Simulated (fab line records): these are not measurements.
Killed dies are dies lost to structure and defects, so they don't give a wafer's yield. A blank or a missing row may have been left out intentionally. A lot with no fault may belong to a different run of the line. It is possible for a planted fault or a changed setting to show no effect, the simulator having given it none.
Comparing a struck lot with a sound one | flow sky130 | 36 out of 708 route steps
Sound: these wafers, L861.2, L861.3, L861.4. Struck: wafers L873.4, L873.5 (left out: L873.1, a lot-mate that was not struck); the cause follows at the end.
For every step that has rows: the tool of each side, followed by ch and its chambers, followed by its first start. Under that, the readings that differ: sound wafers | struck wafers | difference of the means | sigmas: that difference in standard deviations of wafers without a fault.
alike: words and numbers the same on both sides, and readings whose means are apart by under 2 such deviations; not compared: readings that were withheld, readings missing a value for some wafer, numbers with overlapping values and no deviation given by the record, and bounds like >300 which may hide the same value.
The two part at a step that has a row with sigmas, a row that says differs or no value, or rows on one side only. When numbers do not overlap yet have no deviation, they are printed without sigmas and do not part them. A reading that every wafer of one side lacks parts them only if that side has two wafers or more.

first, 10 steps without rows for these wafers: SKY_CAPM_CLEAN_17 (cleans in O3/DIW); SKY_METAL3_DEHYDRATE_05 (time 60 s); SKY_METAL3_HMDS_06 (prime time 60 s); SKY_METAL3_COAT_07 (resist thk 60 nm); SKY_METAL3_COAT_08 (resist thk 1140 nm); SKY_METAL3_SOFTBAKE_09 (time 90 s); SKY_METAL3_EXPOSE_10 (exposes mask MM3, target cd 300 nm); SKY_METAL3_PEB_11; SKY_METAL3_DEVELOP_12 (develop time 60 s); SKY_METAL3_DESCUM_15 (chemistry O2, time 8 s).
SKY_METAL3_ETCH_16: etches BARC in N2/H2, stops on SiO2, time 88.2 s, target depth 60 nm.
  sound on rieMetal-04 ch 0,1, day 43 06:05; struck on rieMetal-04 ch 0, day 46 12:14
  alike: biasW, drypumpMotorCurrentA, oesProductAu, throttleValvePct
  not compared: rfHoursCounterH
then, 24 steps without rows for these wafers: SKY_METAL3_ETCH_17 (etches SiO2 in C4F8/O2/Ar, stops on TiN, time 3.9 s, target depth 15 nm); SKY_METAL3_METAL_ETCH_18 (etches the open film in Cl2/BCl3, stops on SiO2, target depth 845 nm, time 183.1 s); SKY_METAL3_STRIP_19 (strips in O2/N2); SKY_METAL3_STRIP_20 (strips in post etch residue remover, time 1200 s); SKY_METAL3_CLEAN_21 (cleans in IPA, time 180 s); SKY_METAL3_CLEAN_22 (cleans in O3/DIW); SKY_VIA3_HDPCVD_00 (deposits SiO2, target thk 1635 nm, time 285.8 s); SKY_VIA3_CMP_02 (polishes SiO2); SKY_VIA3_DEHYDRATE_04 (time 60 s); SKY_VIA3_HMDS_05 (prime time 60 s); SKY_VIA3_COAT_06 (resist thk 60 nm); SKY_VIA3_COAT_07 (resist thk 450 nm); SKY_VIA3_SOFTBAKE_08 (time 90 s); SKY_VIA3_EXPOSE_09 (exposes mask VIM3, target cd 200 nm); SKY_VIA3_PEB_10; SKY_VIA3_DEVELOP_11 (develop time 60 s); SKY_VIA3_ETCH_14 (etches BARC in N2/H2, stops on SiO2, time 45.9 s, target depth 60 nm); SKY_VIA3_ETCH_15 (etches SiO2 in C4F8/O2/Ar, stops on TiN, target depth 507 nm, time 78 s); SKY_VIA3_STRIP_16 (strips in O2/N2); SKY_VIA3_STRIP_17 (strips in post etch residue remover, time 1200 s); SKY_VIA3_CLEAN_18 (cleans in IPA, time 180 s); SKY_VIA3_CLEAN_19 (cleans in O3/DIW); SKY_VIA3_SPUTTER_20 (material TiN, target thk 20 nm, time 80 s); SKY_VIA3_CVD_21 (deposits W, target thk 390 nm, time 117.31 s).
-- the record jumps here: 6 days lie between the struck wafers' starts before and after (it left off in module VIA3 and takes up again in module PAD_OPEN, whose first step shown is number 708 of the route) --
SKY_PAD_OPEN_PROBE_99:
  sound on prober-01 at day 50 00:16; struck on prober-01 at day 52 11:34
reading                               | sound               | struck      | difference | sigmas
defectLimitedYield (%)                | 80.9 85.0 82.3      | 79.1 77.0   | -4.7       | -2
killedAtContacts                      | 19 19 17            | 36 29       | +14        | +3
killedDies                            | 94 74 87            | 103 113     | +23        | +2
killedOnRim                           | 20 17 13            | 27 25       | +9         | +3
sort_bin_3_pad_short (%)              | 0.6 0.4 0.8         | 1.8 1.4     | +1.0       | +2
sortNPass                             | 398 418 405         | 389 379     | -23        | -2
sortYieldPct (%)                      | 80.9 85.0 82.3      | 79.1 77.0   | -4.7       | -2
model.etest.tester.sort_bin_3_pct (%) | 0.6098 0.4065 0.813 | 1.829 1.423 | +1.016     | 
  alike: killed_at_M0_to_M3, killed_at_M4_up, killedAtFrontEnd, killedAtOther, killedOpen, killedShort, sort_bin_5_function, sort_bin_6_memory

WHERE THEY PART
SKY_PAD_OPEN_PROBE_99 only, going by this record.

WHY: whatever the simulator had introduced
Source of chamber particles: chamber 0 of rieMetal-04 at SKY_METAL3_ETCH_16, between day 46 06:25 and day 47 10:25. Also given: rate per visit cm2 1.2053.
